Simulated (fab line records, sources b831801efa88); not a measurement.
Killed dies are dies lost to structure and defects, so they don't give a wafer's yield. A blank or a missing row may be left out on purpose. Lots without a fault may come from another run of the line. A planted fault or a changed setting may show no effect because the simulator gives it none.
One fault seen from 2 desks | flow sky130 | each desk has only its own numbers; what lay behind them comes last

THE TOOL OWNER'S DESK: pvd_sputter-02
The tool's own readings at SKY_METAL3_SPUTTER_04 (material TiN, target thk 70 nm, time 58.3 s): means of the sampled wafers that have a number, for each lot that ran on this tool. A lot is out of limits, marked OUT, if its mean lies more than 4 standard deviations from the usual mean; the brackets give that distance.
Columns: A = cathode_dc_power_W at SKY_METAL3_SPUTTER_04, usual 6500.1 W; B = chamber_pressure_pa at SKY_METAL3_SPUTTER_04, usual 0.4000 Pa; C = throttle_valve_pct at SKY_METAL3_SPUTTER_04, usual 29.4 %
lot  | first seen here | A      | B      | C
L387 | day 40 19:56    | 6500.3 | 0.3991 | 29.7
L394 | day 42 12:07    | 6499.6 | 0.4013 | 28.8
L395 | day 42 18:06    | 6500.8 | 0.4002 | 28.9
L396 | day 42 20:21    | 6501.0 | 0.4000 | 29.9
L398 | day 43 01:17    | 6499.1 | 0.3999 | 28.6
This desk's finding: nothing out of limits on any of the 5 lots.

THE METROLOGY DESK
What the gauges read, lot by lot, whatever tool the lot ran on: means of the sampled wafers that have a number. A lot is out of limits, marked OUT, if its mean lies more than 4 standard deviations from the usual mean; the brackets give that distance.
Columns: A = METAL3_OVL at SKY_METAL3_OVL_MEAS_14, usual -3 nm
lot  | first seen here | A
L377 | day 38 22:23    | -1
L385 | day 42 02:05    | -11
L386 | day 42 10:09    | -3
L387 | day 42 19:47    | 2
L393 | day 43 13:29    | -7
L394 | day 44 10:11    | -7
L395 | day 44 15:44    | 5
L396 | day 44 17:26    | 2
L397 | day 44 17:47    | -4
L398 | day 44 23:08    | -5
This desk's finding: nothing out of limits on any of the 10 lots.

PUT TOGETHER
The tool owner's desk saw nothing out of limits.
The metrology desk saw nothing out of limits.

WHAT THE SIMULATOR HAD PUT IN
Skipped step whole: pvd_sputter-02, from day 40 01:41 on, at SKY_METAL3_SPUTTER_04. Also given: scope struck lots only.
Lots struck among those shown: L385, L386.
